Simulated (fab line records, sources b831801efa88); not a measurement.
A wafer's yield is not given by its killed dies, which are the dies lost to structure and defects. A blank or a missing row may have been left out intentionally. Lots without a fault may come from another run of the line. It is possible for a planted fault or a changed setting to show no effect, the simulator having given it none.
What tool caused it?    flow gf180mcu    6 lots, 18 wafers sampled, at 3 steps of a route of 602

WHAT THE GAUGES READ, wafer by wafer
GF_MVSD_TW_MEAS_11.
lot   measured      on             MVSD_TW
L189  day 5 04:24   film-metro-04  1593 1592 1586
L191  day 5 13:11   film-metro-03  1620 1623 1627
L193  day 5 20:41   film-metro-04  1623 1614 1633
L205  day 8 21:02   film-metro-03  1576 1584 1578
L207  day 9 07:13   film-metro-03  1592 1588 1589
L210  day 10 03:50  film-metro-04  1585 1597 1588

WHICH TOOL RAN EACH LOT (tool, then ch and the chambers of the sampled wafers, then the start)
lot   GF_NWELL_STRIP_10                    GF_MVSD_IMPLANT_09
L189  plasma-asher-02 ch 0,1, day 4 01:11  implanter-03 ch 0, day 5 04:09
L191  plasma-asher-03 ch 0,1, day 4 08:53  implanter-03 ch 0, day 5 12:56
L193  plasma-asher-02 ch 0,1, day 4 16:11  implanter-03 ch 0, day 5 20:26
L205  plasma-asher-02 ch 0,1, day 7 11:05  implanter-01 ch 0, day 8 20:47
L207  plasma-asher-02 ch 0,1, day 7 21:45  implanter-03 ch 0, day 9 06:59
L210  plasma-asher-03 ch 0,1, day 8 17:41  implanter-03 ch 0, day 10 03:35
- GF_NWELL_STRIP_10: strips in O2/N2.
- GF_MVSD_IMPLANT_09

THE ANSWER, worked out from the rows above alone
Rule: usual is defined by the lots themselves. Put in order of their means at a reading, lots are off if they are a third of the lots or fewer, leave a main group of 4 or more, and stand apart from it by a gap of 3 or more times the standard deviation of the main group's means; of several such gaps the widest counts. A main group whose means are all the same, to the digits that the tables above print for the reading, isn't used. Also off: a lot with no number at a reading for which 4 or more lots have one. All remaining lots with rows at the step are treated as sound.
Off: at GF_MVSD_TW_MEAS_11 (MVSD_TW), L191, L193. Main group: mean 1587, sd 4.6.
A tool fits if, at a process step before that reading, it ran every lot that is off, and no sound lot after the first of them. The gauges at GF_MVSD_TW_MEAS_11 are tried like those tools. Of those tried, none fits.

WHAT WAS PUT IN BY THE SIMULATOR
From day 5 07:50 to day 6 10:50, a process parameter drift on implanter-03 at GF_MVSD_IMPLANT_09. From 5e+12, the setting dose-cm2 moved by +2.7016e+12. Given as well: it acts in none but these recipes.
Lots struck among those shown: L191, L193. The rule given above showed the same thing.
